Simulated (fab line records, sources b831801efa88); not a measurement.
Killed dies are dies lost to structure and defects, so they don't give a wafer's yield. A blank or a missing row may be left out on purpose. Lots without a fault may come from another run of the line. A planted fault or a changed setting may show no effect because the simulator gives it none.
Which tool did it? | flow sky130 | 6 lots, 18 wafers sampled, at 2 steps of a route of 708

WHAT THE GAUGES READ, wafer by wafer
SKY_VT_ADJUST_HVTR_TW_MEAS_11.
lot  | measured     | on            | VT_ADJUST_HVTR_TW
L134 | day 9 20:47  | film_metro-03 | 209.0 209.4 208.8
L136 | day 10 12:29 | film_metro-01 | 205.6 205.6 207.1
L138 | day 11 02:36 | film_metro-01 | 208.5 207.2 208.2
L140 | day 11 23:05 | film_metro-04 | 215.0 214.3 214.6
L148 | day 14 17:25 | film_metro-03 | 189.7 190.5 190.7
L151 | day 15 15:39 | film_metro-01 | 208.4 207.9 208.8

WHICH TOOL RAN EACH LOT (tool, then ch and the chambers of the sampled wafers, then the start)
lot  | SKY_VT_ADJUST_HVTR_IMPLANT_09
L134 | implanter-02 ch 0, day 9 20:32
L136 | implanter-02 ch 0, day 10 12:14
L138 | implanter-02 ch 0, day 11 02:21
L140 | implanter-01 ch 0, day 11 22:50
L148 | implanter-04 ch 0, day 14 17:10
L151 | implanter-02 ch 0, day 15 15:24
- SKY_VT_ADJUST_HVTR_IMPLANT_09

THE ANSWER, worked out from the rows above alone
Rule: what is usual is taken from the lots themselves. Put in order of their means at a reading, lots are off if they are a third of the lots or fewer, leave a main group of 4 or more, and stand apart from it by a gap of 3 or more times the standard deviation of the main group's means; of several such gaps the widest counts. A main group whose means are all the same, to the digits that the tables above print for the reading, isn't used. A lot without any number at a reading at which 4 lots or more have one is off too. The other lots that the step has rows for count as sound.
Off: L148, at SKY_VT_ADJUST_HVTR_TW_MEAS_11 (VT_ADJUST_HVTR_TW). The main group: mean 209.2, standard deviation 2.9.
A tool fits if, at a process step before that reading, it ran every lot that is off, and no sound lot after the first of them. The gauges at SKY_VT_ADJUST_HVTR_TW_MEAS_11 are tried like those tools. Can't be told from this: 2 tools fit, implanter-04 at SKY_VT_ADJUST_HVTR_IMPLANT_09, film_metro-03 at SKY_VT_ADJUST_HVTR_TW_MEAS_11.

WHAT THE SIMULATOR HAD PUT IN
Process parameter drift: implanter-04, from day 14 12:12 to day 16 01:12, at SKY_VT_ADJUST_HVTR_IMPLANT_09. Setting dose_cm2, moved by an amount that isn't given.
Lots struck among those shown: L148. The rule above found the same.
